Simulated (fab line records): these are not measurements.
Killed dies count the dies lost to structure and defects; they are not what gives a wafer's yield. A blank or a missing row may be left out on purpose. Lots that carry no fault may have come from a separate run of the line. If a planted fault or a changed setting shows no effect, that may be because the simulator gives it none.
A lot that was struck, set against a sound lot :: flow sky130 :: 14 steps out of a route of 708
Sound: these wafers, L995.2, L995.3, L995.6. Struck: wafers L101.4, L101.5, L101.6. The cause comes at the end.
Each step with rows lists, per side, the tool, then ch with its chambers, then its first start. Under that, the readings that differ: sound wafers :: struck wafers :: difference of the means :: sigmas: that difference in standard deviations of wafers without a fault.
alike: same words and numbers on both sides, and readings whose means sit less than 2 such deviations apart. not compared: any withheld reading, any reading some wafer has no value for, any bound like >300 that may hide the same value, and any number with overlapping values for which the record gives no deviation.
The two part at a step that has a row with sigmas, a row that says differs or no value, or rows on one side only. Non-overlapping numbers with no deviation appear without sigmas and do not part them. A reading that every wafer of one side lacks parts them only if that side has two wafers or more.

SKY_METAL1_SPUTTER_01: material TiN, target thk 20 nm, time 16.7 s.
  sound on pvd sputter-03 at day 31 14:11; struck on pvd sputter-04 at day 33 15:53
  alike: throttle valve pct
SKY_METAL1_SPUTTER_02: material AlCu, target thk 250 nm, time 13.3 s.
  sound on pvd sputter-03 at day 31 14:13; struck on pvd sputter-04 at day 33 15:55
  alike: throttle valve pct
SKY_METAL1_SPUTTER_03: material Ti, target thk 5 nm, time 3.3 s.
  sound on pvd sputter-03 at day 31 14:14; struck on pvd sputter-04 at day 33 15:56
  alike: throttle valve pct
SKY_METAL1_SPUTTER_04: material TiN, target thk 70 nm, time 58.3 s.
  sound on pvd sputter-03 at day 31 14:15; struck on pvd sputter-04 at day 33 15:58
  alike: throttle valve pct
SKY_METAL1_RS_MEAS_05: a four-point-probe measurement.
  sound on film metro-03 at day 31 14:19; struck on film metro-02 at day 33 16:04
  alike: METAL1_ALCU_RS
SKY_METAL1_THK_MEAS_06: measures by xrf.
  sound on film metro-03 at day 31 14:26; struck on film metro-02 at day 33 16:10
  alike: METAL1_ALCU_THK
then, 6 steps without rows for these wafers: SKY_METAL1_DEHYDRATE_07 (time 60 s); SKY_METAL1_HMDS_08 (prime time 60 s); SKY_METAL1_COAT_09 (resist thk 60 nm); SKY_METAL1_COAT_10 (resist thk 450 nm); SKY_METAL1_SOFTBAKE_11 (time 90 s); SKY_METAL1_EXPOSE_12 (exposes mask MM1, target cd 140 nm).
SKY_METAL1_PEB_13:
  struck on litho track-01, day 34 17:00; sound on litho track-01 ch 0, day 32 16:00
reading: exhaust pa (Pa)
sound: 46.2 43.9 43.9
struck: - - -
difference: no value on the struck wafers
sigmas: 
  not compared: chill plate temp C
then, 1 step without rows for these wafers: SKY_METAL1_DEVELOP_14 (develop time 60 s).

== WHERE THEY PART ==
Within this record, at SKY_METAL1_PEB_13 only.

WHY: whatever the simulator had introduced
Step skipped in full: litho track-01, at SKY_METAL1_PEB_13, from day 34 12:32 onward. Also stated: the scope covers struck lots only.
